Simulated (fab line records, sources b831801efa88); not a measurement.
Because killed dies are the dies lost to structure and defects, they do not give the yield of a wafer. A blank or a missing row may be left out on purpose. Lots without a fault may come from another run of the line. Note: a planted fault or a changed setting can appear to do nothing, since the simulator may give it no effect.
fab line records	flow gf180mcu
record lots=13	wafers=36	last_day=34
route steps=602 shown STI@14 V3@446 M4@473
lots with no fault: from the same line, run without faults
start_h: start of the lot's first displayed wafer, in hours after the record's first day	wait_h: hours since the lot's step before	" same as the row above	L1.1+2: a single row standing in for several wafers	- no value, or no start given	* or withheld: withheld	< > ~ a bound
route shown NAME@n: a module of which the file shows steps, and the number in the route of the first	usual: the fault-free wafers' mean and standard deviation	same: alike in all rows	chamber/n: place in a boat	sites: each site's reading	_std_site: how widely they spread, as a standard deviation	_edge_site: inner sites' mean taken away from outer sites' mean	radius_mm: how far each site lies from the wafer's centre	mask NAME#n: copy n	behind: tool/chamber where the wafer was last shaped	hold: cause of the lot's hold/its duration in hours/its outcome	device: transistor that didn't switch, given as n, p or np	end of line: the route-end tests of the same wafers	a step without rows: its recipe alone	killed: not the wafer's yield, but the dies lost to structure and defects at the first sort	map: a wafer's dies, x killed, . not, _ none there
set.NAME: the setting that was run; set.NAME@STEP: the one run at that earlier step	model.NAME: the simulator's own value behind a step, which no gauge read
one table for each step of the route and one row for each wafer, over a sample of lots
services: a tool's chamber out of use, with start hour (start_h, from the record's first day; less than 0 if before it), hours out, and reason
## steps
# step GF_STI_ETCH_13
# recipe chemistry=CHF3/O2	stop_on=Si	over_etch_frac=0.3	target_depth_a=2823.1	source_w=600	bias_w=200	pressure_mtorr=40	chf3_flow_sccm=50	O2_flow_sccm=5	time_s=112.9
# usual O2_flow_sccm=4.998/0.015	drypump_motor_current_A=5.4/0.53	oes_product_au=0.832/0.0064	run_length_s=141.3/0.37	throttle_valve_pct=8.810/0.0093
lot.wafer	tool	chamber	start_h	wait_h	O2_flow_sccm	drypump_motor_current_A	oes_product_au	rf_hours_counter_h	run_length_s	throttle_valve_pct
L877.1	rie_diel-03	2	26.08	0.1	5.017	4.8	0.828	49	141.2	8.801
L877.2	"	3	"	"	4.992	5.1	0.826	110	141.7	8.819
L877.6	"	2	"	"	5.030	4.8	0.823	-	141.2	8.811
L878.3	rie_diel-01	2	30.03	0.1	5.008	5.8	0.822	12	141.7	8.797
L878.4	"	0	"	"	5.006	5.0	0.842	49	141.3	8.826
L878.5	"	2	"	"	5.012	5.8	0.833	-	141.3	8.812
L879.2	rie_diel-03	2	36.00	0.1	4.992	4.9	0.830	49	141.7	8.802
L879.3	"	3	"	"	4.986	5.1	0.831	111	141.6	8.798
L879.6	"	0	"	"	4.984	5.2	0.830	-	141.5	8.800
L880.1	rie_diel-02	3	41.35	0.1	5.033	5.8	0.826	127	141.3	8.815
L880.3	"	1	"	"	4.992	5.9	0.827	48	141.2	8.813
L880.6	"	0	"	"	5.005	4.8	0.832	-	140.9	8.799
L881.1	rie_diel-02	3	46.00	0.1	5.007	5.9	0.840	127	142.0	8.817
L881.4	"	2	"	"	4.987	5.2	0.831	71	141.1	8.805
L881.6	"	1	"	"	5.025	5.9	0.832	-	140.9	8.800
L882.1	rie_diel-01	2	51.08	0.1	4.993	5.8	0.837	13	141.4	8.831
L882.3	"	0	"	"	5.000	4.9	0.831	49	141.0	8.826
L882.6	"	1	"	"	5.026	5.0	0.837	-	141.6	8.826
L885.2	rie_diel-01	2	66.28	0.1	5.014	5.8	0.831	13	141.8	8.807
L885.3	"	0	"	"	5.018	4.9	0.828	50	140.8	8.808
L885.5	"	2	"	"	5.008	5.8	0.822	-	141.4	8.799
L886.2	rie_diel-02	0	71.75	0.1	4.984	4.8	0.831	3	141.2	8.794
L886.4	"	1	"	"	5.017	5.9	0.831	49	140.9	8.822
L886.5	"	3	"	"	5.015	5.8	0.832	-	141.2	8.803
L888.1	rie_diel-01	1	83.40	0.1	5.006	5.0	0.838	88	142.3	8.814
L888.2	"	2	"	"	4.991	5.8	0.838	13	141.7	8.805
L888.4	"	3	"	"	5.005	6.4	0.838	6	141.3	8.816
L891.2	rie_diel-01	2	97.69	0.1	4.977	5.8	0.955	14	127.3	8.847
L891.4	"	0	"	"	4.995	4.9	0.831	50	141.1	8.801
L896.1	rie_diel-01	3	123.44	0.1	5.004	6.4	0.959	7	127.0	8.846
L896.2	"	0	"	"	5.011	4.9	0.950	51	126.6	8.842
L898.1	rie_diel-01	0	134.39	0.1	4.989	5.0	0.947	51	126.4	8.848
L898.3	"	3	"	"	4.987	6.4	0.829	8	141.2	8.805
L900.2	rie_diel-02	3	144.84	0.1	5.006	5.9	0.837	129	141.3	8.803
L900.5	"	0	"	"	4.974	4.8	0.838	-	141.0	8.818
L900.6	"	1	"	"	4.989	5.9	0.834	-	140.8	8.799
# step GF_STI_STRIP_15
# recipe chemistry=O2/N2	power_w=1400	pressure_mtorr=1500	platen_temp_c=250	o2_flow_sccm=3000	n2_flow_sccm=300	overash_fraction=0.5
# usual drypump_motor_current_A=5.9/0.32	heater_power_w=316/17	o2_flow_sccm=3001/8.8	oes_product_au=0.383/0.0046	strip_time_to_endpoint_s=3.72/0.038
lot.wafer	tool	chamber	start_h	wait_h	drypump_motor_current_A	heater_power_w	o2_flow_sccm	oes_product_au	rf_hours_counter_h	strip_time_to_endpoint_s
L877.1	plasma_asher-01	1	26.23	0.0	6.1	314	3006	0.380	35	3.75
L877.2	"	0	"	"	5.7	307	2990	0.383	35	3.68
L877.6	"	0	"	"	5.7	309	2991	0.384	-	3.68
L878.3	plasma_asher-01	1	30.21	0.1	6.1	315	3005	0.386	-	3.79
L878.4	"	0	"	"	5.7	317	2989	0.390	-	3.72
L878.5	"	0	"	"	5.7	307	3004	0.389	-	3.77
L879.2	plasma_asher-01	1	36.15	0.0	6.1	310	2991	0.376	36	3.69
L879.3	"	1	"	"	6.1	305	2995	0.376	-	3.67
L879.6	"	0	"	"	5.7	318	2999	0.386	-	3.73
L880.1	plasma_asher-02	0	41.50	0.0	6.5	332	3004	0.380	20	3.71
L880.3	"	1	"	"	5.7	311	3004	0.390	-	3.77
L880.6	"	0	"	"	6.4	332	2995	0.383	-	3.75
L881.1	plasma_asher-02	1	46.15	0.0	5.8	316	3010	0.387	21	3.70
L881.4	"	1	"	"	5.7	324	2996	0.391	-	3.68
L881.6	"	1	"	"	5.7	304	2992	0.390	-	3.69
L882.1	plasma_asher-02	0	51.23	0.0	6.5	333	3004	0.386	21	3.69
L882.3	"	1	"	"	5.7	319	3007	0.386	-	3.76
L882.6	"	1	"	"	5.7	316	3009	0.382	-	3.72
L885.2	plasma_asher-01	1	66.43	0.0	6.1	317	2993	0.386	39	3.79
L885.3	"	1	"	"	6.2	312	3003	0.384	-	3.79
L885.5	"	0	"	"	5.7	313	2990	0.385	-	3.77
L886.2	plasma_asher-01	0	71.90	0.0	5.7	321	3014	0.380	39	3.74
L886.4	"	0	"	"	5.7	310	3009	0.383	-	3.69
L886.5	"	1	"	"	6.1	311	3000	0.378	-	3.68
L888.1	plasma_asher-01	0	83.55	0.0	5.7	312	2990	0.385	41	3.77
L888.2	"	1	"	"	6.1	318	2995	0.382	41	3.72
L888.4	"	0	"	"	5.7	319	2993	0.389	-	3.75
L891.2	plasma_asher-01	1	97.85	0.0	6.1	312	2998	0.397	42	4.03
L891.4	"	1	"	"	6.1	315	2998	0.381	-	3.67
L896.1	plasma_asher-02	0	123.60	0.0	6.5	334	2997	0.396	30	4.04
L896.2	"	1	"	"	5.7	316	3005	0.394	30	4.04
L898.1	plasma_asher-04	1	134.55	0.0	5.5	290	3003	0.402	49	4.07
L898.3	"	0	"	"	6.1	336	2997	0.386	-	3.71
L900.2	plasma_asher-02	1	145.00	0.0	5.8	312	3014	0.373	33	3.62
L900.5	"	1	"	"	5.8	304	3005	0.388	-	3.68
L900.6	"	0	"	"	6.4	331	3010	0.382	-	3.72
# step GF_V3_ETCH_17
# recipe chemistry=C4F8/O2/Ar	mask_material=KrF	target=SiO2	stop_on=TiN	source_w=1500	bias_w=1200	pressure_mtorr=40	c4f8_flow_sccm=withheld	O2_flow_sccm=6	Ar_flow_sccm=300	time_s=withheld	target_depth_a=6350
# usual oes_product_au=0.856/0.0047
lot.wafer	tool	chamber	start_h	wait_h	oes_product_au
L877.1	rie_diel-04	3	-	-	0.858
L877.2	"	1	"	"	0.857
L877.6	"	3	"	"	0.853
L878.3	rie_diel-04	1	-	-	0.853
L878.4	"	0	"	"	0.853
L878.5	"	3	"	"	0.852
L879.2	rie_diel-04	3	-	-	0.851
L879.3	"	2	"	"	0.864
L879.6	"	3	"	"	0.860
L880.1	rie_diel-03	2	-	-	0.847
L880.3	"	0	"	"	0.852
L880.6	"	2	"	"	0.852
L881.1	rie_diel-02	3	-	-	0.852
L881.4	"	1	"	"	0.864
L881.6	"	2	"	"	0.859
L882.1	rie_diel-03	0	-	-	0.853
L882.3	"	1	"	"	0.855
L882.6	"	1	"	"	0.848
L885.2	rie_diel-04	2	-	-	0.858
L885.3	"	1	"	"	0.851
L885.5	"	2	"	"	0.862
L886.2	rie_diel-03	0	-	-	0.855
L886.4	"	2	"	"	0.860
L886.5	"	3	"	"	0.861
L888.1	rie_diel-02	1	-	-	0.857
L888.2	"	3	"	"	0.861
L888.4	"	2	"	"	0.850
L891.2	rie_diel-03	0	-	-	0.856
L891.4	"	1	"	"	0.856
L896.1	rie_diel-02	2	-	-	0.858
L896.2	"	3	"	"	0.860
L898.1	rie_diel-04	1	-	-	0.853
L898.3	"	2	"	"	0.855
L900.2	rie_diel-04	0	-	-	0.848
L900.5	"	3	"	"	0.858
L900.6	"	0	"	"	0.853
# step GF_M4_STRIP_17
# recipe chemistry=O2/N2	power_w=1400	pressure_mtorr=1500	platen_temp_c=250	o2_flow_sccm=3000	n2_flow_sccm=300	overash_fraction=0.5
# usual drypump_motor_current_A=5.9/0.33	heater_power_w=316/21	o2_flow_sccm=3002/8.7	oes_product_au=0.536/0.0048	strip_time_to_endpoint_s=7.36/0.061
lot.wafer	tool	chamber	start_h	wait_h	drypump_motor_current_A	heater_power_w	o2_flow_sccm	oes_product_au	rf_hours_counter_h	strip_time_to_endpoint_s
L877.1	plasma_asher-04	0	538.75	0.1	6.1	345	3002	0.533	12	7.44
L877.2	"	1	"	"	5.5	279	2986	0.539	12	7.42
L877.6	"	1	"	"	5.5	288	2992	0.539	-	7.40
L878.3	plasma_asher-02	0	552.82	0.1	6.5	326	3000	0.536	-	7.28
L878.4	"	1	"	"	5.7	318	3007	0.536	-	7.40
L878.5	"	1	"	"	5.7	315	2998	0.541	-	7.41
L879.2	plasma_asher-04	0	558.28	0.1	6.1	339	2994	0.540	14	7.40
L879.3	"	1	"	"	5.5	288	3016	0.544	-	7.42
L879.6	"	0	"	"	6.1	352	2996	0.536	-	7.42
L880.1	plasma_asher-02	0	570.00	0.1	6.5	322	3021	0.532	81	7.44
L880.3	"	1	"	"	5.7	311	3016	0.535	-	7.37
L880.6	"	1	"	"	5.7	309	3010	0.534	-	7.38
L881.1	plasma_asher-02	0	577.33	0.1	6.5	334	3001	0.535	81	7.39
L881.4	"	1	"	"	5.7	318	3000	0.529	-	7.28
L881.6	"	0	"	"	6.5	325	3000	0.539	-	7.37
L882.1	plasma_asher-01	0	582.98	0.1	5.7	316	3004	0.528	89	7.35
L882.3	"	0	"	"	5.7	312	3001	0.537	-	7.40
L882.6	"	0	"	"	5.7	319	3000	0.542	-	7.34
L885.2	plasma_asher-04	1	603.93	0.1	5.5	284	3001	0.542	19	7.38
L885.3	"	0	"	"	6.1	336	3003	0.538	-	7.40
L885.5	"	1	"	"	5.5	276	3005	0.528	-	7.32
L886.2	plasma_asher-02	1	613.70	0.1	5.7	308	2994	0.536	84	7.36
L886.4	"	1	"	"	5.7	314	2995	0.537	-	7.35
L886.5	"	1	"	"	5.7	317	2990	0.541	-	7.35
L888.1	plasma_asher-01	0	628.85	0.1	5.7	306	3010	0.539	94	7.32
L888.2	"	1	"	"	6.1	308	2993	0.539	94	7.33
L888.4	"	1	"	"	6.1	308	2994	0.547	-	7.36
L891.2	plasma_asher-02	1	649.90	0.1	5.7	320	3011	0.535	88	7.36
L891.4	"	1	"	"	5.7	313	3017	0.535	-	7.31
L896.1	plasma_asher-04	0	688.13	0.1	6.1	344	2997	0.538	28	7.40
L896.2	"	1	"	"	5.5	280	3012	0.539	28	7.37
L898.1	plasma_asher-01	0	695.34	0.1	5.7	307	3002	0.541	101	7.49
L898.3	"	1	"	"	6.1	305	3002	0.532	-	7.32
L900.2	plasma_asher-01	0	716.58	0.1	5.7	311	3004	0.527	103	7.27
L900.5	"	0	"	"	5.7	312	3010	0.530	-	7.24
L900.6	"	1	"	"	6.1	320	3006	0.533	-	7.29
## services
tool	chamber	start_h	hours	kind
rie_diel-02	0	78.53	13.9	repair
rie_diel-02	1	90.10	4.7	repair
plasma_asher-01	-	108.28	1.5	repair
plasma_asher-01	-	129.19	14.6	pm
rie_diel-02	2	139.98	3.0	repair
plasma_asher-02	-	143.15	1.8	repair
plasma_asher-01	-	152.00	2.6	repair
rie_diel-02	3	154.43	6.7	repair
plasma_asher-01	-	157.12	1.5	repair
rie_diel-02	2	229.99	3.2	repair
rie_diel-02	-	260.98	0.7	repair
plasma_asher-01	-	263.69	12.6	repair
rie_diel-02	3	324.41	12.4	repair
rie_diel-02	-	346.60	0.4	repair
plasma_asher-01	-	348.17	2.1	repair
rie_diel-02	3	352.43	5.3	repair
plasma_asher-02	-	461.29	2.0	repair
plasma_asher-02	-	563.00	0.8	repair
plasma_asher-02	-	584.16	2.3	repair
plasma_asher-02	-	590.12	6.2	repair
plasma_asher-01	-	593.71	4.0	pm
plasma_asher-02	-	636.88	2.8	pm
plasma_asher-02	-	665.79	4.1	repair
plasma_asher-01	-	713.76	2.8	pm
## key
first_sign step=GF_STI_ETCH_13	reading=run_length_s	direction=down	sigmas=40	usual=*	struck=*
effect step=GF_STI_ETCH_13	reading=oes_product_au	direction=up	sigmas=19	usual=0.832	struck=0.953
effect step=GF_STI_STRIP_15	reading=strip_time_to_endpoint_s	direction=up	sigmas=8.6	usual=*	struck=*
met_at GF_STI_ETCH_13
struck_lots L891,L896,L898
struck_wafers L891.2,L896.1,L896.2,L898.1
tester_left_out L891,L896,L898
not_acting_at GF_V3_ETCH_17,GF_M4_STRIP_17
onset_between 83.40 97.69
fault kind=process_parameter_drift	tool=rie_diel-01	chamber=-	onset_h=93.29	steps=GF_STI_ETCH_13	channel=time_s	offset=*	shape=step	end_h=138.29	scope=struck_wafers_only	acts_in=*	stated=*
# tester_left_out: of these lots the tester's yield and bins aren't shown, on N5 and GAA mostly nor the transistor test; their killed dies are dies lost to structure and defects alone, not to doping, threshold or leakage, so they don't give the yield
